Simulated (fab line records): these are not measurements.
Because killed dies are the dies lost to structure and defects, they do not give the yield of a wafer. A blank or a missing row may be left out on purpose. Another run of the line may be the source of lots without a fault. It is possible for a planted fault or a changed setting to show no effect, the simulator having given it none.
fab line records ; flow sky130
record: lots: 24; wafers: 72; last-day: 50
route steps=708 shown VIA1@479 METAL2@487 VIA2@519 VIA3@575 CAP2M@607
lots with no fault: from the same line, run without faults
start-h: hours from the record's first day to the start of the lot's first wafer shown ; wait-h: hours from the lot's prior step to this one ; " identical to the entry in the row above ; L1.1+2: a single row standing in for several wafers ; - no value, or no start given ; * or withheld: withheld ; < > ~ a bound
route shown NAME@n: names a module that has steps shown in the file, with the first one's number in the route ; usual: the fault-free wafers' mean and standard deviation ; same: alike in all rows ; chamber/n: place in a boat ; sites: each site's reading ; _std_site: their standard deviation ; _edge_site: inner sites' mean taken away from outer sites' mean ; radius-mm: how far each site lies from the wafer's centre ; mask NAME#n: copy n ; behind: the last tool/chamber to shape the wafer ; hold: cause of the lot's hold/its duration in hours/its outcome ; device: transistor that didn't switch, given as n, p or np ; end of line: the route-end tests of the same wafers ; where a step has no rows: the recipe by itself ; killed: not the wafer's yield, but the dies lost to structure and defects at the first sort ; map: a wafer's dies, marking killed ones x, the rest . and places with no die _
set.NAME: setting as actually run; set.NAME@STEP: the setting as run at that earlier step ; model.NAME: the simulator's own value behind a step, which no gauge read
one table for each step of the route and one row for each wafer, over a sample of lots
services: a tool's chamber out of use, with start hour (start-h, from the record's first day; less than 0 if before it), hours out, and reason
== steps ==
step: SKY_VIA1_CVD_21
recipe: material: W; target-thk-nm: 270; time-s: 80.902; temp-c: 400; pressure-torr: 40
usual: heater-power-w: 889/78
lot.wafer;tool;chamber;start-h;wait-h;heater-power-w
L074.1;cvd-w-01;0;807.44;0.0;927
L074.3;cvd-w-01;1;807.44;0.0;840
L074.6;cvd-w-01;0;807.44;0.0;890
L075.2;cvd-w-01;1;809.73;0.0;811
L075.5;cvd-w-01;0;809.73;0.0;896
L075.6;cvd-w-01;1;809.73;0.0;814
L076.2;cvd-w-01;0;810.07;0.0;914
L076.4;cvd-w-01;0;810.07;0.0;885
L076.5;cvd-w-01;1;810.07;0.0;820
L077.1;cvd-w-01;1;812.47;0.0;829
L077.4;cvd-w-01;0;812.47;0.0;917
L077.5;cvd-w-01;1;812.47;0.0;830
L078.3;cvd-w-01;1;823.66;0.1;813
L078.5;cvd-w-01;1;823.66;0.1;813
L078.6;cvd-w-01;0;823.66;0.1;904
L079.4;cvd-w-01;0;830.51;0.1;912
L079.5;cvd-w-01;0;830.51;0.1;906
L079.6;cvd-w-01;1;830.51;0.1;793
L080.1;cvd-w-01;0;836.89;0.0;907
L080.3;cvd-w-01;1;836.89;0.0;799
L080.4;cvd-w-01;0;836.89;0.0;924
L081.1;cvd-w-01;0;846.60;0.0;900
L081.2;cvd-w-01;1;846.60;0.0;777
L081.3;cvd-w-01;1;846.60;0.0;817
L082.2;cvd-w-02;0;856.58;0.0;1036
L082.5;cvd-w-02;0;856.58;0.0;1001
L082.6;cvd-w-02;1;856.58;0.0;835
L083.1;cvd-w-01;1;861.88;0.0;820
L083.2;cvd-w-01;0;861.88;0.0;909
L083.6;cvd-w-01;0;861.88;0.0;885
L084.2;cvd-w-02;0;869.94;0.0;1010
L084.5;cvd-w-02;1;869.94;0.0;850
L084.6;cvd-w-02;0;869.94;0.0;1035
L085.4;cvd-w-01;1;875.19;0.1;825
L085.5;cvd-w-01;0;875.19;0.1;893
L085.6;cvd-w-01;1;875.19;0.1;808
L086.3;cvd-w-01;0;881.47;0.1;927
L086.4;cvd-w-01;1;881.47;0.1;826
L086.5;cvd-w-01;0;881.47;0.1;933
L087.2;cvd-w-01;0;895.93;0.0;923
L087.4;cvd-w-01;0;895.93;0.0;914
L087.6;cvd-w-01;0;895.93;0.0;890
L088.3;cvd-w-02;1;896.47;0.1;844
L088.4;cvd-w-02;0;896.47;0.1;1040
L088.6;cvd-w-02;0;896.47;0.1;1031
L089.1;cvd-w-02;0;902.83;0.0;1036
L089.5;cvd-w-02;0;902.83;0.0;1014
L089.6;cvd-w-02;1;902.83;0.0;848
L090.2;cvd-w-02;1;912.34;0.0;838
L090.3;cvd-w-02;0;912.34;0.0;1009
L090.4;cvd-w-02;1;912.34;0.0;844
L091.2;cvd-w-02;1;916.92;0.0;836
L091.4;cvd-w-02;0;916.92;0.0;1021
L091.6;cvd-w-02;0;916.92;0.0;1004
L092.1;cvd-w-01;1;929.59;0.0;772
L092.4;cvd-w-01;1;929.59;0.0;786
L092.6;cvd-w-01;0;929.59;0.0;851
L093.3;cvd-w-02;0;940.01;0.1;1034
L093.5;cvd-w-02;0;940.01;0.1;1015
L093.6;cvd-w-02;1;940.01;0.1;837
L094.3;cvd-w-01;0;947.19;0.1;888
L094.4;cvd-w-01;1;947.19;0.1;788
L094.6;cvd-w-01;1;947.19;0.1;780
L095.1;cvd-w-02;1;960.59;0.0;835
L095.2;cvd-w-02;0;960.59;0.0;1000
L095.6;cvd-w-02;0;960.59;0.0;1000
L096.1;cvd-w-02;1;962.71;0.0;836
L096.4;cvd-w-02;1;962.71;0.0;833
L096.6;cvd-w-02;1;962.71;0.0;826
L097.3;cvd-w-02;0;977.86;0.1;1032
L097.5;cvd-w-02;0;977.86;0.1;1043
L097.6;cvd-w-02;1;977.86;0.1;854
step: SKY_METAL2_SPUTTER_04
recipe: material: TiN; target-thk-nm: 70; power-w: 6500; time-s: 58.3; chamber-pressure-pa: 0.4
usual: throttle-valve-pct: 29.5/0.99
lot.wafer;tool;chamber;start-h;wait-h;throttle-valve-pct
L074.1;pvd-sputter-02;-;808.10;0.0;28.9
L074.3;pvd-sputter-02;-;808.10;0.0;29.4
L074.6;pvd-sputter-02;-;808.10;0.0;29.5
L075.2;pvd-sputter-02;-;810.39;0.0;30.0
L075.5;pvd-sputter-02;-;810.39;0.0;29.7
L075.6;pvd-sputter-02;-;810.39;0.0;28.8
L076.2;pvd-sputter-04;-;810.73;0.0;28.5
L076.4;pvd-sputter-04;-;810.73;0.0;29.7
L076.5;pvd-sputter-04;-;810.73;0.0;31.8
L077.1;pvd-sputter-03;-;813.13;0.0;29.1
L077.4;pvd-sputter-03;-;813.13;0.0;30.7
L077.5;pvd-sputter-03;-;813.13;0.0;29.2
L078.3;pvd-sputter-04;-;824.29;0.0;30.0
L078.5;pvd-sputter-04;-;824.29;0.0;28.6
L078.6;pvd-sputter-04;-;824.29;0.0;30.8
L079.4;pvd-sputter-04;-;831.14;0.0;28.6
L079.5;pvd-sputter-04;-;831.14;0.0;31.9
L079.6;pvd-sputter-04;-;831.14;0.0;28.5
L080.1;pvd-sputter-02;-;837.56;0.0;29.7
L080.3;pvd-sputter-02;-;837.56;0.0;29.7
L080.4;pvd-sputter-02;-;837.56;0.0;28.5
L081.1;pvd-sputter-02;-;847.26;0.0;28.5
L081.2;pvd-sputter-02;-;847.26;0.0;29.4
L081.3;pvd-sputter-02;-;847.26;0.0;29.4
L082.2;pvd-sputter-02;-;857.24;0.0;28.8
L082.5;pvd-sputter-02;-;857.24;0.0;28.8
L082.6;pvd-sputter-02;-;857.24;0.0;30.0
L083.1;pvd-sputter-02;-;862.54;0.0;29.6
L083.2;pvd-sputter-02;-;862.54;0.0;28.8
L083.6;pvd-sputter-02;-;862.54;0.0;29.4
L084.2;pvd-sputter-02;-;870.60;0.0;29.4
L084.5;pvd-sputter-02;-;870.60;0.0;29.3
L084.6;pvd-sputter-02;-;870.60;0.0;28.6
L085.4;pvd-sputter-04;-;875.83;0.0;30.1
L085.5;pvd-sputter-04;-;875.83;0.0;31.6
L085.6;pvd-sputter-04;-;875.83;0.0;28.6
L086.3;pvd-sputter-03;-;882.10;0.0;28.0
L086.4;pvd-sputter-03;-;882.10;0.0;29.5
L086.5;pvd-sputter-03;-;882.10;0.0;28.7
L087.2;pvd-sputter-02;-;896.59;0.0;28.6
L087.4;pvd-sputter-02;-;896.59;0.0;29.3
L087.6;pvd-sputter-02;-;896.59;0.0;28.7
L088.3;pvd-sputter-04;-;897.10;0.0;30.7
L088.4;pvd-sputter-04;-;897.10;0.0;28.7
L088.6;pvd-sputter-04;-;897.10;0.0;28.6
L089.1;pvd-sputter-03;-;903.49;0.0;29.5
L089.5;pvd-sputter-03;-;903.49;0.0;29.4
L089.6;pvd-sputter-03;-;903.49;0.0;30.4
L090.2;pvd-sputter-03;-;913.00;0.0;28.0
L090.3;pvd-sputter-03;-;913.00;0.0;29.0
L090.4;pvd-sputter-03;-;913.00;0.0;30.7
L091.2;pvd-sputter-03;-;917.58;0.0;31.0
L091.4;pvd-sputter-03;-;917.58;0.0;27.9
L091.6;pvd-sputter-03;-;917.58;0.0;29.4
L092.1;pvd-sputter-03;-;930.25;0.0;28.0
L092.4;pvd-sputter-03;-;930.25;0.0;29.3
L092.6;pvd-sputter-03;-;930.25;0.0;29.3
L093.3;pvd-sputter-02;-;940.73;0.0;28.5
L093.5;pvd-sputter-02;-;940.73;0.0;28.4
L093.6;pvd-sputter-02;-;940.73;0.0;29.3
L094.3;pvd-sputter-03;-;947.82;0.0;29.4
L094.4;pvd-sputter-03;-;947.82;0.0;30.6
L094.6;pvd-sputter-03;-;947.82;0.0;27.7
L095.1;pvd-sputter-02;-;961.26;0.0;28.8
L095.2;pvd-sputter-02;-;961.26;0.0;29.6
L095.6;pvd-sputter-02;-;961.26;0.0;29.2
L096.1;pvd-sputter-04;-;963.38;0.0;28.4
L096.4;pvd-sputter-04;-;963.38;0.0;30.9
L096.6;pvd-sputter-04;-;963.38;0.0;28.5
L097.3;pvd-sputter-03;-;978.49;0.0;29.2
L097.5;pvd-sputter-03;-;978.49;0.0;30.6
L097.6;pvd-sputter-03;-;978.49;0.0;29.3
step: SKY_VIA2_CD_MEAS_12
recipe: target-cd-nm: 200
usual: cd-nm: 199.9/1.2
lot.wafer;tool;chamber;start-h;wait-h;cd-nm
L074.1;cd-sem-02;-;860.93;-;200.3
L074.3;cd-sem-02;-;860.93;-;199.7
L074.6;cd-sem-02;-;860.93;-;200.2
L075.2;cd-sem-01;-;862.95;-;200.3
L075.5;cd-sem-01;-;862.95;-;201.0
L075.6;cd-sem-01;-;862.95;-;200.4
L076.2;cd-sem-01;-;864.40;-;199.0
L076.4;cd-sem-01;-;864.40;-;198.7
L076.5;cd-sem-01;-;864.40;-;198.0
L077.1;cd-sem-02;-;865.83;-;199.0
L077.4;cd-sem-02;-;865.83;-;198.4
L077.5;cd-sem-02;-;865.83;-;198.6
L078.3;cd-sem-02;-;877.54;-;198.9
L078.5;cd-sem-02;-;877.54;-;199.6
L078.6;cd-sem-02;-;877.54;-;199.0
L079.4;cd-sem-02;-;884.59;-;200.4
L079.5;cd-sem-02;-;884.59;-;202.1
L079.6;cd-sem-02;-;884.59;-;202.8
L080.1;cd-sem-02;-;891.23;-;200.9
L080.3;cd-sem-02;-;891.23;-;199.1
L080.4;cd-sem-02;-;891.23;-;200.0
L081.1;cd-sem-01;-;899.93;-;199.1
L081.2;cd-sem-01;-;899.93;-;198.8
L081.3;cd-sem-01;-;899.93;-;200.7
L082.2;cd-sem-02;-;909.15;-;198.4
L082.5;cd-sem-02;-;909.15;-;200.3
L082.6;cd-sem-02;-;909.15;-;198.5
L083.1;cd-sem-02;-;915.33;-;201.7
L083.2;cd-sem-02;-;915.33;-;200.7
L083.6;cd-sem-02;-;915.33;-;200.0
L084.2;cd-sem-01;-;922.20;-;201.4
L084.5;cd-sem-01;-;922.20;-;199.7
L084.6;cd-sem-01;-;922.20;-;200.9
L085.4;cd-sem-02;-;927.59;-;198.9
L085.5;cd-sem-02;-;927.59;-;199.5
L085.6;cd-sem-02;-;927.59;-;200.3
L086.3;cd-sem-01;-;933.82;-;199.6
L086.4;cd-sem-01;-;933.82;-;199.3
L086.5;cd-sem-01;-;933.82;-;199.6
L087.2;cd-sem-01;-;946.10;-;200.4
L087.4;cd-sem-01;-;946.10;-;199.9
L087.6;cd-sem-01;-;946.10;-;200.1
L088.3;cd-sem-02;-;948.02;-;200.2
L088.4;cd-sem-02;-;948.02;-;201.2
L088.6;cd-sem-02;-;948.02;-;201.3
L089.1;cd-sem-01;-;953.33;-;199.1
L089.5;cd-sem-01;-;953.33;-;199.1
L089.6;cd-sem-01;-;953.33;-;199.3
L090.2;cd-sem-02;-;964.25;-;201.3
L090.3;cd-sem-02;-;964.25;-;199.7
L090.4;cd-sem-02;-;964.25;-;202.3
L091.2;cd-sem-01;-;967.41;-;201.7
L091.4;cd-sem-01;-;967.41;-;200.4
L091.6;cd-sem-01;-;967.41;-;201.8
L092.1;cd-sem-02;-;979.74;-;197.5
L092.4;cd-sem-02;-;979.74;-;197.4
L092.6;cd-sem-02;-;979.74;-;197.2
L093.3;cd-sem-02;-;989.27;-;199.0
L093.5;cd-sem-02;-;989.27;-;199.2
L093.6;cd-sem-02;-;989.27;-;198.5
L094.3;cd-sem-02;-;996.47;-;201.1
L094.4;cd-sem-02;-;996.47;-;200.5
L094.6;cd-sem-02;-;996.47;-;200.4
L095.1;cd-sem-01;-;1011.93;-;199.8
L095.2;cd-sem-01;-;1011.93;-;198.8
L095.6;cd-sem-01;-;1011.93;-;200.0
L096.1;cd-sem-02;-;1012.28;-;202.1
L096.4;cd-sem-02;-;1012.28;-;200.9
L096.6;cd-sem-02;-;1012.28;-;200.5
L097.3;cd-sem-01;-;1026.93;-;199.3
L097.5;cd-sem-01;-;1026.93;-;200.6
L097.6;cd-sem-01;-;1026.93;-;201.5
step: SKY_VIA2_THK_MEAS_23
recipe: thk-meas-gauge: xrf; reads: W_of_VIA2_CVD_21
usual: VIA2_W_THK: 430/7.1
lot.wafer;tool;chamber;start-h;wait-h;VIA2_W_THK[nm]
L074.1;film-metro-02;-;862.24;0.1;437
L074.3;film-metro-02;-;862.24;0.1;434
L074.6;film-metro-02;-;862.24;0.1;442
L075.2;film-metro-03;-;864.19;0.1;420
L075.5;film-metro-03;-;864.19;0.1;425
L075.6;film-metro-03;-;864.19;0.1;417
L076.2;film-metro-03;-;865.99;0.1;421
L076.4;film-metro-03;-;865.99;0.1;423
L076.5;film-metro-03;-;865.99;0.1;423
L077.1;film-metro-03;-;867.08;0.1;426
L077.4;film-metro-03;-;867.08;0.1;427
L077.5;film-metro-03;-;867.08;0.1;425
L078.3;film-metro-03;-;878.72;0.1;422
L078.5;film-metro-03;-;878.72;0.1;423
L078.6;film-metro-03;-;878.72;0.1;422
L079.4;film-metro-04;-;885.73;0.1;434
L079.5;film-metro-04;-;885.73;0.1;438
L079.6;film-metro-04;-;885.73;0.1;428
L080.1;film-metro-02;-;892.39;0.1;436
L080.3;film-metro-02;-;892.39;0.1;422
L080.4;film-metro-02;-;892.39;0.1;431
L081.1;film-metro-04;-;901.10;0.1;434
L081.2;film-metro-04;-;901.10;0.1;442
L081.3;film-metro-04;-;901.10;0.1;435
L082.2;film-metro-04;-;910.31;0.1;436
L082.5;film-metro-04;-;910.31;0.1;440
L082.6;film-metro-04;-;910.31;0.1;435
L083.1;film-metro-02;-;916.50;0.1;431
L083.2;film-metro-02;-;916.50;0.1;430
L083.6;film-metro-02;-;916.50;0.1;431
L084.2;film-metro-03;-;923.36;0.1;430
L084.5;film-metro-03;-;923.36;0.1;429
L084.6;film-metro-03;-;923.36;0.1;432
L085.4;film-metro-02;-;928.72;0.1;430
L085.5;film-metro-02;-;928.72;0.1;426
L085.6;film-metro-02;-;928.72;0.1;424
L086.3;film-metro-04;-;934.97;0.1;441
L086.4;film-metro-04;-;934.97;0.1;446
L086.5;film-metro-04;-;934.97;0.1;446
L087.2;film-metro-04;-;947.26;0.1;438
L087.4;film-metro-04;-;947.26;0.1;436
L087.6;film-metro-04;-;947.26;0.1;445
L088.3;film-metro-02;-;949.16;0.1;426
L088.4;film-metro-02;-;949.16;0.1;426
L088.6;film-metro-02;-;949.16;0.1;432
L089.1;film-metro-04;-;954.51;0.1;438
L089.5;film-metro-04;-;954.51;0.1;436
L089.6;film-metro-04;-;954.51;0.1;437
L090.2;film-metro-02;-;965.41;0.1;427
L090.3;film-metro-02;-;965.41;0.1;422
L090.4;film-metro-02;-;965.41;0.1;427
L091.2;film-metro-02;-;968.60;0.1;424
L091.4;film-metro-02;-;968.60;0.1;425
L091.6;film-metro-02;-;968.60;0.1;425
L092.1;film-metro-02;-;980.91;0.1;428
L092.4;film-metro-02;-;980.91;0.1;428
L092.6;film-metro-02;-;980.91;0.1;429
L093.3;film-metro-04;-;990.41;0.1;443
L093.5;film-metro-04;-;990.41;0.1;435
L093.6;film-metro-04;-;990.41;0.1;430
L094.3;film-metro-03;-;997.61;0.1;417
L094.4;film-metro-03;-;997.61;0.1;428
L094.6;film-metro-03;-;997.61;0.1;416
L095.1;film-metro-02;-;1013.09;0.1;435
L095.2;film-metro-02;-;1013.09;0.1;430
L095.6;film-metro-02;-;1013.09;0.1;426
L096.1;film-metro-04;-;1013.44;0.1;437
L096.4;film-metro-04;-;1013.44;0.1;436
L096.6;film-metro-04;-;1013.44;0.1;434
L097.3;film-metro-04;-;1028.07;0.1;435
L097.5;film-metro-04;-;1028.07;0.1;437
L097.6;film-metro-04;-;1028.07;0.1;432
step: SKY_VIA3_CMP_02
recipe: material: SiO2; down-force-psi: 4; platen-rpm: 60; pad-velocity-m-s: 0.94248
usual: motor-current-A: 11.8/1.1; retaining-ring-pressure-frac: 1.000/0.0052
lot.wafer;tool;chamber;start-h;wait-h;motor-current-A;retaining-ring-pressure-frac
L074.3;cmp-01;3;916.64;0.0;11.6;0.999
L074.1;cmp-01;0;916.64;0.0;13.0;0.993
L074.6;cmp-01;3;916.64;0.0;12.7;0.993
L075.2;cmp-01;2;917.08;0.1;11.3;1.000
L075.5;cmp-01;0;917.08;0.1;12.1;1.002
L075.6;cmp-01;1;917.08;0.1;11.2;1.002
L076.4;cmp-01;0;917.90;0.0;12.4;0.999
L076.2;cmp-01;2;917.90;0.0;11.1;0.995
L076.5;cmp-01;0;917.90;0.0;13.0;0.994
L077.1;cmp-01;2;918.29;0.1;11.8;0.998
L077.4;cmp-01;3;918.29;0.1;11.6;1.002
L077.5;cmp-01;2;918.29;0.1;11.1;1.002
L078.3;cmp-02;1;931.20;0.1;12.4;0.992
L078.6;cmp-02;3;931.20;0.1;14.2;0.998
L078.5;cmp-02;0;931.20;0.1;10.3;0.998
L079.4;cmp-02;1;937.50;0.0;12.0;0.999
L079.6;cmp-02;1;937.50;0.0;12.4;0.999
L079.5;cmp-02;2;937.50;0.0;10.5;1.002
L080.4;cmp-02;3;944.46;0.0;12.8;1.000
L080.3;cmp-02;0;944.46;0.0;10.0;0.989
L080.1;cmp-02;1;944.46;0.0;11.5;0.998
L081.1;cmp-02;1;952.90;0.1;11.7;1.001
L081.3;cmp-02;2;952.90;0.1;10.3;1.004
L081.2;cmp-02;3;952.90;0.1;13.5;1.003
L082.2;cmp-01;3;960.62;0.2;12.2;0.993
L082.5;cmp-01;0;960.62;0.2;12.6;0.996
L082.6;cmp-01;1;960.62;0.2;11.5;1.010
L083.1;cmp-01;3;966.79;0.1;11.7;0.991
L083.2;cmp-01;0;966.79;0.1;12.4;0.998
L083.6;cmp-01;2;966.79;0.1;11.6;1.001
L084.2;cmp-01;3;974.09;0.0;12.0;0.995
L084.6;cmp-01;3;974.09;0.0;11.7;0.998
L084.5;cmp-01;0;974.09;0.0;12.8;0.994
L085.4;cmp-01;0;978.83;0.1;12.7;1.002
L085.5;cmp-01;2;978.83;0.1;10.9;0.993
L085.6;cmp-01;3;978.83;0.1;12.2;0.997
L086.4;cmp-02;0;984.29;0.0;10.3;1.009
L086.3;cmp-02;2;984.29;0.0;10.8;1.007
L086.5;cmp-02;0;984.29;0.0;10.0;0.999
L087.2;cmp-01;3;997.39;0.0;13.0;1.008
L087.4;cmp-01;1;997.39;0.0;11.1;1.001
L087.6;cmp-01;3;997.39;0.0;12.1;1.006
L088.3;cmp-01;1;998.83;0.0;11.0;1.001
L088.4;cmp-01;2;998.83;0.0;11.2;1.001
L088.6;cmp-01;1;998.83;0.0;10.9;1.000
L089.1;cmp-02;3;1003.54;0.2;13.8;1.001
L089.5;cmp-02;0;1003.54;0.2;9.5;1.001
L089.6;cmp-02;1;1003.54;0.2;12.0;0.999
L090.2;cmp-02;0;1014.67;0.0;9.7;0.998
L090.3;cmp-02;2;1014.67;0.0;10.7;0.999
L090.4;cmp-02;3;1014.67;0.0;13.7;0.993
L091.2;cmp-02;3;1017.48;0.0;14.2;1.006
L091.4;cmp-02;0;1017.48;0.0;10.1;1.009
L091.6;cmp-02;3;1017.48;0.0;13.8;1.001
L092.4;cmp-01;0;1030.04;0.1;12.3;1.000
L092.1;cmp-01;2;1030.04;0.1;11.3;0.995
L092.6;cmp-01;3;1030.04;0.1;11.9;1.007
L093.3;cmp-02;2;1038.30;0.0;10.6;1.000
L093.6;cmp-02;2;1038.30;0.0;10.5;0.993
L093.5;cmp-02;3;1038.30;0.0;14.1;1.000
L094.4;cmp-02;2;1044.87;0.1;10.7;0.996
L094.3;cmp-02;0;1044.87;0.1;10.2;0.998
L094.6;cmp-02;2;1044.87;0.1;10.6;0.992
L095.2;cmp-01;0;1059.99;0.1;12.4;0.996
L095.1;cmp-01;1;1059.99;0.1;11.5;1.000
L095.6;cmp-01;3;1059.99;0.1;11.5;1.003
L096.4;cmp-01;0;1060.63;0.4;12.2;0.995
L096.1;cmp-01;1;1060.63;0.4;11.2;0.991
L096.6;cmp-01;0;1060.63;0.4;12.6;0.991
L097.3;cmp-01;3;1074.67;0.2;11.7;1.006
L097.6;cmp-01;0;1074.67;0.2;12.5;1.004
L097.5;cmp-01;1;1074.67;0.2;11.2;1.002
step: SKY_CAP2M_THK_MEAS_04
recipe: thk-meas-gauge: xrf; reads: TiN_of_CAP2M_SPUTTER_02
usual: CAP2M_TIN_THK: 205.7/2.2
lot.wafer;tool;chamber;start-h;wait-h;CAP2M_TIN_THK[nm]
L074.1;film-metro-03;-;942.86;0.1;203.2
L074.3;film-metro-03;-;942.86;0.1;206.9
L074.6;film-metro-03;-;942.86;0.1;207.9
L075.2;film-metro-02;-;944.25;0.1;207.7
L075.5;film-metro-02;-;944.25;0.1;206.6
L075.6;film-metro-02;-;944.25;0.1;206.7
L076.2;film-metro-01;-;945.07;0.1;204.7
L076.4;film-metro-01;-;945.07;0.1;203.0
L076.5;film-metro-01;-;945.07;0.1;205.4
L077.1;film-metro-01;-;945.38;0.1;202.7
L077.4;film-metro-01;-;945.38;0.1;207.3
L077.5;film-metro-01;-;945.38;0.1;204.9
L078.3;film-metro-01;-;957.33;0.1;208.4
L078.5;film-metro-01;-;957.33;0.1;201.5
L078.6;film-metro-01;-;957.33;0.1;206.4
L079.4;film-metro-01;-;964.14;0.1;204.0
L079.5;film-metro-01;-;964.14;0.1;203.2
L079.6;film-metro-01;-;964.14;0.1;205.3
L080.1;film-metro-03;-;970.67;0.1;209.0
L080.3;film-metro-03;-;970.67;0.1;206.8
L080.4;film-metro-03;-;970.67;0.1;210.4
L081.1;film-metro-01;-;978.23;0.1;206.1
L081.2;film-metro-01;-;978.23;0.1;201.2
L081.3;film-metro-01;-;978.23;0.1;203.6
L082.2;film-metro-01;-;986.88;0.1;202.3
L082.5;film-metro-01;-;986.88;0.1;202.0
L082.6;film-metro-01;-;986.88;0.1;203.6
L083.1;film-metro-02;-;993.11;0.1;205.9
L083.2;film-metro-02;-;993.11;0.1;207.2
L083.6;film-metro-02;-;993.11;0.1;206.2
L084.2;film-metro-01;-;999.90;0.1;205.6
L084.5;film-metro-01;-;999.90;0.1;206.7
L084.6;film-metro-01;-;999.90;0.1;206.7
L085.4;film-metro-03;-;1004.70;0.1;207.0
L085.5;film-metro-03;-;1004.70;0.1;205.4
L085.6;film-metro-03;-;1004.70;0.1;207.0
L086.3;film-metro-02;-;1010.29;0.1;208.5
L086.4;film-metro-02;-;1010.29;0.1;207.9
L086.5;film-metro-02;-;1010.29;0.1;208.1
L087.2;film-metro-01;-;1022.86;0.1;206.1
L087.4;film-metro-01;-;1022.86;0.1;203.8
L087.6;film-metro-01;-;1022.86;0.1;206.0
L088.3;film-metro-02;-;1024.12;0.1;204.8
L088.4;film-metro-02;-;1024.12;0.1;205.7
L088.6;film-metro-02;-;1024.12;0.1;204.3
L089.1;film-metro-03;-;1028.48;0.1;201.2
L089.5;film-metro-03;-;1028.48;0.1;203.1
L089.6;film-metro-03;-;1028.48;0.1;202.8
L090.2;film-metro-03;-;1039.33;0.1;204.8
L090.3;film-metro-03;-;1039.33;0.1;205.3
L090.4;film-metro-03;-;1039.33;0.1;205.8
L091.2;film-metro-02;-;1042.13;0.1;208.1
L091.4;film-metro-02;-;1042.13;0.1;206.2
L091.6;film-metro-02;-;1042.13;0.1;207.9
L092.1;film-metro-02;-;1054.07;0.1;204.8
L092.4;film-metro-02;-;1054.07;0.1;206.7
L092.6;film-metro-02;-;1054.07;0.1;207.0
L093.3;film-metro-02;-;1062.27;0.1;204.4
L093.5;film-metro-02;-;1062.27;0.1;204.6
L093.6;film-metro-02;-;1062.27;0.1;206.5
L094.3;film-metro-02;-;1068.16;0.1;205.8
L094.4;film-metro-02;-;1068.16;0.1;207.2
L094.6;film-metro-02;-;1068.16;0.1;207.6
L095.1;film-metro-02;-;1084.22;0.1;211.4
L095.2;film-metro-02;-;1084.22;0.1;211.6
L095.6;film-metro-02;-;1084.22;0.1;210.2
L096.1;film-metro-01;-;1084.65;0.1;203.1
L096.4;film-metro-01;-;1084.65;0.1;201.3
L096.6;film-metro-01;-;1084.65;0.1;204.4
L097.3;film-metro-02;-;1097.04;0.1;208.2
L097.5;film-metro-02;-;1097.04;0.1;208.3
L097.6;film-metro-02;-;1097.04;0.1;207.1
== services ==
tool;chamber;start-h;hours;kind
pvd-sputter-02;3;793.53;-;consumable-replace:kit
cvd-w-01;-;794.44;0.3;repair
cmp-01;-;798.30;0.3;repair
cvd-w-02;-;802.79;28.1;pm
cmp-02;-;825.05;0.8;repair
cmp-01;-;885.02;1.8;repair
cvd-w-01;-;904.00;14.0;pm
cvd-w-01;0;904.00;14.0;vent-cycle
cvd-w-01;1;904.00;14.0;vent-cycle
cmp-01;-;912.00;4.0;pm
cmp-01;-;916.00;-;consumable-replace:conditioner
cmp-01;-;916.00;-;consumable-replace:pad
cvd-w-01;0;918.00;-;clean
cvd-w-01;1;918.00;-;clean
cmp-01;-;938.68;1.7;repair
cmp-01;-;956.46;3.9;pm
pvd-sputter-04;-;978.96;110.0;repair
cvd-w-01;-;1011.15;6.9;pm
cmp-01;-;1012.02;0.3;repair
pvd-sputter-02;-;1025.53;7.7;repair
cmp-02;-;1034.82;0.7;repair
cmp-01;-;1042.46;10.5;pm
cmp-02;-;1052.93;16.2;pm
cmp-01;-;1071.82;1.6;repair
== key ==
fault none
